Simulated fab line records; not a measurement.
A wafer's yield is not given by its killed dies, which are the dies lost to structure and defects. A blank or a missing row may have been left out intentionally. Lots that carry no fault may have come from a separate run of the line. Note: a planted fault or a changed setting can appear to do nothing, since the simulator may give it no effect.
Check of tool commonality	flow gf180mcu	12 lots and 36 wafers in the sample

## WHAT PROMPTED THE OPENING
GF_HV_LDD_THK_MEAS_57, reading HV_LDD_CVD_56_THK: flagged on 1 of 12 lots. Wafers without a fault read 90.4 nm, standard deviation 0.93.
Rule: flag the lot when none of its wafers has a number, or when each of its wafers that has one lies beyond 4 standard deviations from that mean. The other lots count as sound.

lot	measured	on	HV_LDD_CVD_56_THK (nm), wafer by wafer	flag
L539	day 12 20:31	filmMetro-02	90.9 90.8 91.0	
L541	day 13 07:14	filmMetro-01	90.8 91.1 91.8	
L544	day 14 18:20	filmMetro-02	90.3 89.5 90.7	
L545	day 15 04:31	filmMetro-02	91.4 91.5 91.7	
L548	day 15 22:21	filmMetro-01	91.3 91.3 91.6	
L551	day 16 23:50	filmMetro-03	89.6 89.6 89.6	
L554	day 18 00:31	filmMetro-01	139.5 140.1 139.8	FLAGGED
L555	day 18 07:37	filmMetro-01	91.1 90.8 89.9	
L556	day 18 19:01	filmMetro-03	89.6 90.3 89.9	
L559	day 19 18:58	filmMetro-01	89.2 88.8 88.3	
L560	day 20 02:21	filmMetro-01	89.6 89.4 90.3	
L562	day 20 23:16	filmMetro-03	90.1 90.9 90.4	
The numbers of the flagged lots are 139.8 nm on average: +49.4 nm against the usual, or +53 standard deviations.

## WHICH TOOL RAN EACH LOT
The record keeps 1 process step preceding the reading, out of 602 steps on the route. In each cell: the tool, then ch and the chambers that the sampled wafers went through, then the start.
lot	flag	GF_HV_LDD_CVD_56
L539		lpcvd-02 ch 0, day 12 19:05
L541		lpcvd-02 ch 1, day 13 05:49
L544		lpcvd-01 ch 0, day 14 16:54
L545		lpcvd-02 ch 1, day 15 03:04
L548		lpcvd-02 ch 0, day 15 20:54
L551		lpcvd-01 ch 1, day 16 22:25
L554	FLAGGED	lpcvd-02 ch 1, day 17 23:05
L555		lpcvd-01 ch 1, day 18 06:10
L556		lpcvd-01 ch 0, day 18 17:35
L559		lpcvd-01 ch 0, day 19 17:31
L560		lpcvd-01 ch 1, day 20 00:55
L562		lpcvd-01 ch 0, day 20 21:49
These steps, and what they do:
- GF_HV_LDD_CVD_56: deposits Si3N4 from DCS/NH3, target thk 90 nm, time 1543 s.
- GF_HV_LDD_THK_MEAS_57

## FLAGGED AGAINST TOTAL, ONE TOOL AT A TIME (gauges that did the reading follow at the end)
step	tool	lots run	flagged	share of the flagged lots	sound lots run after its first flagged lot
GF_HV_LDD_CVD_56	lpcvd-01	7	0	none	-
GF_HV_LDD_CVD_56	lpcvd-02	5	1	all	0
GF_HV_LDD_THK_MEAS_57	filmMetro-01	6	1	all	3 (L555,L559,L560)
GF_HV_LDD_THK_MEAS_57	filmMetro-02	3	0	none	-
GF_HV_LDD_THK_MEAS_57	filmMetro-03	3	0	none	-

## WHAT THE TABLE ALLOWS
Rows of the table that ran all the flagged lots, 2 in number: lpcvd-02 at GF_HV_LDD_CVD_56; filmMetro-01 at GF_HV_LDD_THK_MEAS_57.
- lpcvd-02 at GF_HV_LDD_CVD_56: 1 of its 5 lots flagged. It ran its last sound lot, L548, at day 15 20:54 and its first flagged lot, L554, at day 17 23:05: a fault with its onset between the two fits. Its own readings lie more than 4 standard deviations out on every wafer of the flagged lots: spikeTcBottomC, spikeTcCentreC, spikeTcLowerC, spikeTcTopC, spikeTcUpperC.
- filmMetro-01 at GF_HV_LDD_THK_MEAS_57: 1 of its 6 lots flagged. Sound lots followed the first flagged one (L555, L559, L560) on it, something a lasting fault affecting the whole tool could not allow.
Left over: one tool, lpcvd-02 at GF_HV_LDD_CVD_56.

## WHAT THE SIMULATOR PUT IN
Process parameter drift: lpcvd-02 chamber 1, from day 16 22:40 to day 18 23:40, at GF_HV_LDD_CVD_56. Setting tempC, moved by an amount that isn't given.
Shown lots that were struck: L554. The rule given above showed the same thing.
